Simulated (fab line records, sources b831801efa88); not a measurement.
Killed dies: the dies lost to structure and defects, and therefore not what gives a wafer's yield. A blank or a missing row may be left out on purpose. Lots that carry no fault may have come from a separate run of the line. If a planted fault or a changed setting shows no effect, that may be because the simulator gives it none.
Matching of chambers -- flow gf180mcu -- GF_V2_ETCH_16 on rieDiel-04 has 4 sister chambers
The step etches BARC in N2/H2. 7 wafers are shown with their chamber, then 9 later ones without.

EACH WAFER AND ITS CHAMBER
wafer,chamber,drypumpMotorCurrentA (A),biasW (W)
L076.1,1,6.1,100.69
L083.2,2,6.0,99.75
L083.4,3,5.8,99.51
L086.4,2,6.0,100.28
L089.2,0,6.1,99.97
L089.3,3,5.8,100.75
L089.6,0,6.0,99.88

WAFERS MISSING THEIR CHAMBER
wafer,drypumpMotorCurrentA (A),biasW (W)
L090.2,6.0,99.76
L090.3,6.0,99.83
L090.4,5.8,99.68
L091.4,6.1,99.19
L091.5,6.0,99.77
L091.6,6.0,100.04
L094.3,6.0,100.10
L094.4,6.1,99.26
L094.6,5.8,99.80

WHICH CHAMBER EACH ONE RAN IN
wafer,from the rows above,in truth
L090.2,can't be placed: 2 or 0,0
L090.3,can't be placed: 2 or 0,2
L090.4,3,3
L091.4,can't be placed: 0 or 1 or 2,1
L091.5,can't be placed: 2 or 0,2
L091.6,can't be placed: 2 or 0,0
L094.3,can't be placed: 2 or 0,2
L094.4,can't be placed: 0 or 1 or 2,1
L094.6,3,3
Placed correctly: 2 of 9. Unplaceable from these rows: 7, with the true chamber sitting among the candidates in 7. Placed wrongly: 0.
How it was worked out, from the rows above alone: a wafer's distance from a chamber is the root of the sum, over the readings, of the square of ((its reading less the chamber's mean) divided by the reading's scatter). If the next closest chamber is less than 2 further off than the closest, the wafer can't be placed; otherwise it belongs to the closest. Each chamber's mean is taken over the wafers shown for it. The scatter: take each reading less its chamber's mean, square it, sum over the shown wafers, divide by the number of wafers less the number of chambers, and take the root.
